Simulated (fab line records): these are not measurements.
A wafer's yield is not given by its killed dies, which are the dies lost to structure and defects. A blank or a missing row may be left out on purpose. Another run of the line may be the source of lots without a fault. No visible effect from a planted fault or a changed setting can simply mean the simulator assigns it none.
Code-filled problem report in 8D (eight disciplines) form | flow sfq_line | the parts of the form that need people (team, actions taken, sign-off) are left out

## 1. WHAT WENT WRONG
Mean M7_NB_RS at SFQ_M7_RS_MEAS_943: 0.829 ohm/sq over 6 wafers in 2 lots; fault-free wafers: 0.894 ohm/sq, standard deviation 0.0075. Relative to the usual mean, that is a shift of -8.7 standard deviations.
The step: measures by four-point-probe.
Seen first at day 70 17:49 on film_metro-02, wafer L384.1. Wafers with a number at this step in the record: 42, from 14 lots. The rule behind "out" and "out of limits": a value lying over 4 standard deviations away from the usual mean. The other wafers with a number count as sound.

## 2. WHAT IT IS AND WHAT IT IS NOT
question                    | is                           | is not
which readings at this step | M7_NB_RS                     | -
which lots                  | L384, L385                   | L376, L377, L378, L379, L380, L392, L393, L394, L395, L396, L398, L399
which wafers of those lots  | all that have a number       | -
read on which gauges        | film_metro-01, film_metro-02 | film_metro-03
when                        | from day 70 17:49            | up to then (15 sound wafers); but 21 sound wafers of L392, L393, L394, L395, L396, L398, L399 came after

## 3. THE SUSPECTS, EACH WITH WHAT RULES IT OUT
Counting: a tool at any process step up to the reading remains a suspect when it ran all the lots that are out and ran no sound lot after the first of those.
- the gauge at SFQ_M7_RS_MEAS_943 is ruled out. Those wafers that are out were read across 2 gauges (film_metro-01, film_metro-02).
- pvd_sputter-05 at SFQ_TRILAYER_M7_DEP_SPUTTER_175 (material Nb, target thk 200 nm, time 133.3 s): ruled out as a lasting fault. Following L384 (day 70 17:43), the first lot on it that is out, the sound lots L392, L394, L398 were run on it.
Left after counting: nothing in the record.

## 4. THE CAUSE (what the simulator had put in)
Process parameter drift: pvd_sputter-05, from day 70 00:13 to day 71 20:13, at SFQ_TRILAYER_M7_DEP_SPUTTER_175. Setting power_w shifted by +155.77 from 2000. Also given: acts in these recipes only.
The count ruled it out by mistake, since the rule takes a fault to strike every lot its tool runs from the start of the fault on, and this one did not do so.

## 5. THE EFFECT CHAIN, in route order
One row per reading whose mean, taken over the struck wafers that have a number, lies over 3 standard deviations from the usual. Readings are gone through only where the record gives a usual standard deviation; hours: the median, over the lots, of the time from a lot's start at the first step in this table giving one to that lot's start at this step; sigmas: the change measured in usual standard deviations.
hours | step                                | reading            | usual        | on struck wafers | change | sigmas
0     | SFQ_TRILAYER_M7_DEP_SPUTTER_175     | cathode_dc_power_W | 1999.9 W     | 2155.6           | +155.7 | +99 or more
0     | SFQ_M7_RS_MEAS_943                  | M7_NB_RS           | 0.894 ohm/sq | 0.829            | -0.065 | -8.7
3     | SFQ_TRILAYER_M7_ETCH_METAL_ETCH_180 | oes_product_au     | 0.892 a.u.   | 0.931            | +0.039 | +5.9
Its process steps:
- SFQ_TRILAYER_M7_DEP_SPUTTER_175: material Nb, target thk 200 nm, time 133.3 s.
- SFQ_TRILAYER_M7_ETCH_METAL_ETCH_180: etches Nb in Cl2/Ar, stops on SiO2, target depth 240 nm, time 120 s.

## 6. WHAT WOULD HAVE CAUGHT IT SOONER
18 hours passed between the start of the fault at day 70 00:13 and the first reading out of limits at a measuring or inspecting step in this record, taken at day 70 17:49.
At SFQ_TRILAYER_M7_DEP_SPUTTER_175, the tool's own readings (cathode_dc_power_W) were out on each struck wafer the step has a row for, so an alarm limit on them would have fired on the first such wafer.
